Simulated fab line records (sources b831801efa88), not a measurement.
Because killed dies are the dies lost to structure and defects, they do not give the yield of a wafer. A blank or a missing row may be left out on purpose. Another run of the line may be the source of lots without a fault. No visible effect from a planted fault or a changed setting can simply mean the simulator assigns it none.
The tool behind it: which one? ; flow sky130 ; 33 wafers from 11 lots sampled at 2 of the route's 708 steps

WHAT THE GAUGES SHOWED, per wafer
SKY_LI_CONTACT_THK_MEAS_01.
lot;measured;on;LI_CONTACT_HDPCVD_THK (nm)
L435;day 27 19:24;film_metro-03;912 945 924
L437;day 29 03:21;film_metro-01;935 931 930
L438;day 29 09:16;film_metro-01;935 927 913
L441;day 30 05:01;film_metro-03;929 918 920
L446;day 31 20:47;film_metro-03;916 908 916
L445;day 31 21:37;film_metro-04;918 928 922
L447;day 32 06:27;film_metro-01;931 928 942
L449;day 33 02:04;film_metro-03;929 925 926
L454;day 34 13:49;film_metro-01;945 919 916
L455;day 34 17:00;film_metro-04;923 923 948
L457;day 34 20:23;film_metro-01;946 943 948

WHICH TOOL RAN EACH LOT (tool, then ch and the chambers of the sampled wafers, then the start)
lot;SKY_SD_N_RTA_14
L435;rtp_anneal-02 ch 0, day 27 18:44
L437;rtp_anneal-02 ch 0, day 29 02:41
L438;rtp_anneal-01 ch 0, day 29 08:36
L441;rtp_anneal-02 ch 0, day 30 04:22
L446;rtp_anneal-02 ch 0, day 31 20:08
L445;rtp_anneal-01 ch 0, day 31 20:58
L447;rtp_anneal-02 ch 0, day 32 05:47
L449;rtp_anneal-02 ch 0, day 33 01:24
L454;rtp_anneal-01 ch 0, day 34 13:09
L455;rtp_anneal-01 ch 0, day 34 16:21
L457;rtp_anneal-02 ch 0, day 34 19:43
- SKY_SD_N_RTA_14: time 2 s.

WHAT THE TOOLS THEMSELVES READ (means of the sampled wafers that have a number; where no wafer has one, the mark that the record gives instead)
SKY_SD_N_RTA_14.
lot;tool;lamp_power_pct (%);wafer_temp_C_max
L435;rtp_anneal-02;15.78;1079.1
L437;rtp_anneal-02;15.71;1078.1
L438;rtp_anneal-01;15.70;1078.4
L441;rtp_anneal-02;15.75;1076.8
L446;rtp_anneal-02;15.72;1078.3
L445;rtp_anneal-01;15.75;1078.1
L447;rtp_anneal-02;15.71;1077.5
L449;rtp_anneal-02;15.76;1078.7
L454;rtp_anneal-01;15.77;1076.2
L455;rtp_anneal-01;15.72;1078.4
L457;rtp_anneal-02;15.78;1077.4

THE ANSWER, worked out from the rows above alone
Rule: what is usual is taken from the lots themselves. Put in order of their means at a reading, lots are off if they are a third of the lots or fewer, leave a main group of 4 or more, and stand apart from it by a gap of 3 or more times the standard deviation of the main group's means; of several such gaps the widest counts. Not used: any main group whose means are identical at the precision the tables above print for the reading. A lot without any number at a reading at which 4 lots or more have one is off too. Any other lot the step has rows for is counted as sound. The gauges are gone through in route order, then the tools' own readings, and for those a lot's mean is taken as printed above. At the first step where some lot is off, the reading lying furthest off is the one used; lots without a number count as furthest.
Nothing can be told from this: no lot is off at any reading shown.

WHAT WAS PUT IN BY THE SIMULATOR
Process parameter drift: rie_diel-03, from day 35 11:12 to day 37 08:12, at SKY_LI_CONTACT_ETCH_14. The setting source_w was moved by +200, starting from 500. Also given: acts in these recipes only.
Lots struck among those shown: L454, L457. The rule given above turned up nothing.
